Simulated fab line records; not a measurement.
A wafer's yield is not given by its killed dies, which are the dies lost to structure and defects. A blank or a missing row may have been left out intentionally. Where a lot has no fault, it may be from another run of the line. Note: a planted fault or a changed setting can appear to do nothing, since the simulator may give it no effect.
The tool behind it: which one? -- flow sky130 -- 13 lots with 39 wafers sampled at 2 steps, on a route of 708 steps

WHAT THE GAUGES READ, wafer by wafer
SKY_POLY_GATE_THK_MEAS_01. Usual: for POLY_GATE_CVD_00_THK the level is 180.0 nm and the standard deviation is 1.7.
lot,measured,on,POLY_GATE_CVD_00_THK (nm),flag
L485,day 13 22:32,film metro-03,179.0 179.2 178.4,
L486,day 14 07:25,film metro-03,181.6 181.2 180.5,
L487,day 14 14:31,film metro-03,181.4 182.1 181.5,
L488,day 14 23:20,film metro-02,181.6 182.0 182.3,
L489,day 15 16:40,film metro-02,178.0 176.5 175.3,
L491,day 15 19:42,film metro-02,179.9 180.8 182.2,
L492,day 16 09:22,film metro-03,180.1 179.0 177.9,
L493,day 16 19:13,film metro-04,178.2 177.6 179.1,
L494,day 17 04:47,film metro-03,179.9 179.2 179.2,
L495,day 17 09:38,film metro-04,180.9 181.8 179.7,
L496,day 17 20:38,film metro-04,180.9 182.5 182.1,
L497,day 18 10:04,film metro-02,182.9 181.3 183.3,
L502,day 20 20:47,film metro-04,156.9 158.0 155.6,OFF

EACH LOT AND THE TOOL THAT RAN IT (in order: tool; ch and the chambers of the sampled wafers; start)
lot,SKY_POLY_GATE_CVD_00
L485,"lpcvd-01 ch 0, day 13 21:20"
L486,"lpcvd-01 ch 1, day 14 06:13"
L487,"lpcvd-01 ch 1, day 14 13:19"
L488,"lpcvd-01 ch 1, day 14 22:07"
L489,"lpcvd-01 ch 0, day 15 15:28"
L491,"lpcvd-01 ch 0, day 15 18:30"
L492,"lpcvd-01 ch 0, day 16 08:10"
L493,"lpcvd-01 ch 1, day 16 18:01"
L494,"lpcvd-01 ch 1, day 17 03:35"
L495,"lpcvd-01 ch 0, day 17 08:26"
L496,"lpcvd-01 ch 0, day 17 19:26"
L497,"lpcvd-01 ch 0, day 18 08:51"
L502,"lpcvd-01 ch 1, day 20 19:34"
- SKY_POLY_GATE_CVD_00: deposits poly-Si, target thk 180 nm, time 720 s.

AS READ BY THE TOOLS THEMSELVES (means over the sampled wafers that have a number; for cases with no such wafer, the mark the record gives instead)
SKY_POLY_GATE_CVD_00. Usual: spike tc bottom C 638.1 C, standard deviation 1; spike tc centre C 620.7 C, standard deviation 1.2; spike tc lower C 620.2 C, standard deviation 1; spike tc upper C 620.9 C, standard deviation 0.95; susceptor temp C 620.02 C, standard deviation 0.27.
lot,tool,spike tc bottom C (C),spike tc centre C (C),spike tc lower C (C),spike tc upper C (C),susceptor temp C (C),flag
L485,lpcvd-01,637.6,620.3,620.5,620.1,620.08,
L486,lpcvd-01,639.1,621.0,620.7,621.2,619.91,
L487,lpcvd-01,638.4,622.0,620.0,620.4,619.89,
L488,lpcvd-01,639.0,621.0,619.8,621.5,619.99,
L489,lpcvd-01,638.2,619.9,619.3,619.9,619.95,
L491,lpcvd-01,637.5,620.1,619.7,620.9,619.96,
L492,lpcvd-01,638.8,620.4,619.1,620.7,619.88,
L493,lpcvd-01,638.9,621.7,620.2,621.0,619.98,
L494,lpcvd-01,638.4,620.7,620.4,620.2,619.82,
L495,lpcvd-01,638.2,619.7,620.3,620.4,620.03,
L496,lpcvd-01,638.1,619.9,619.4,620.7,620.16,
L497,lpcvd-01,638.2,620.8,620.1,620.7,619.60,
L502,lpcvd-01,633.0,616.5,614.2,615.5,614.76,OFF

THE ANSWER, worked out from the rows above alone
Rule: a lot counts as off when the mean over its wafers that have a number is more than 3 standard deviations away from the usual mean. A lot without any number at a reading at which 4 lots or more have one is off too. Any other lot the step has rows for is counted as sound. The gauges are gone through in route order, then the tools' own readings, and for those a lot's mean is taken as printed above. At the first step where some lot is off, the reading lying furthest off is the one used; lots without a number count as furthest.
Off: at SKY_POLY_GATE_THK_MEAS_01 (POLY_GATE_CVD_00_THK), L502.
A tool fits if, at a process step before that reading, it ran every lot that is off, and no sound lot after the first of them. The gauges at SKY_POLY_GATE_THK_MEAS_01 aren't tried: what is off there is off at SKY_POLY_GATE_CVD_00 too, on other tools, and a gauge's error can't cause that. One fits: lpcvd-01 at SKY_POLY_GATE_CVD_00. Its last sound lot is L497 (day 18 08:51), its first lot that is off L502 (day 20 19:34): a fault that began between those two fits.
The tool's own readings at SKY_POLY_GATE_CVD_00 bear it out: on the lots that are off they differ by more than 5 times the standard deviation of the sound lots' means. spike tc bottom C reads 633.0 C there against 638.4 C on the sound lots; spike tc centre C reads 616.5 C there against 620.6 C on the sound lots; spike tc lower C reads 614.2 C there against 620.0 C on the sound lots; spike tc upper C reads 615.5 C there against 620.6 C on the sound lots; susceptor temp C reads 614.76 C there against 619.94 C on the sound lots.

WHAT THE SIMULATOR HAD PUT IN
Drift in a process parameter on lpcvd-01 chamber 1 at SKY_POLY_GATE_CVD_00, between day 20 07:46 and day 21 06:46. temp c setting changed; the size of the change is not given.
Lots struck among those shown: L502. This agrees with what the rule above found.
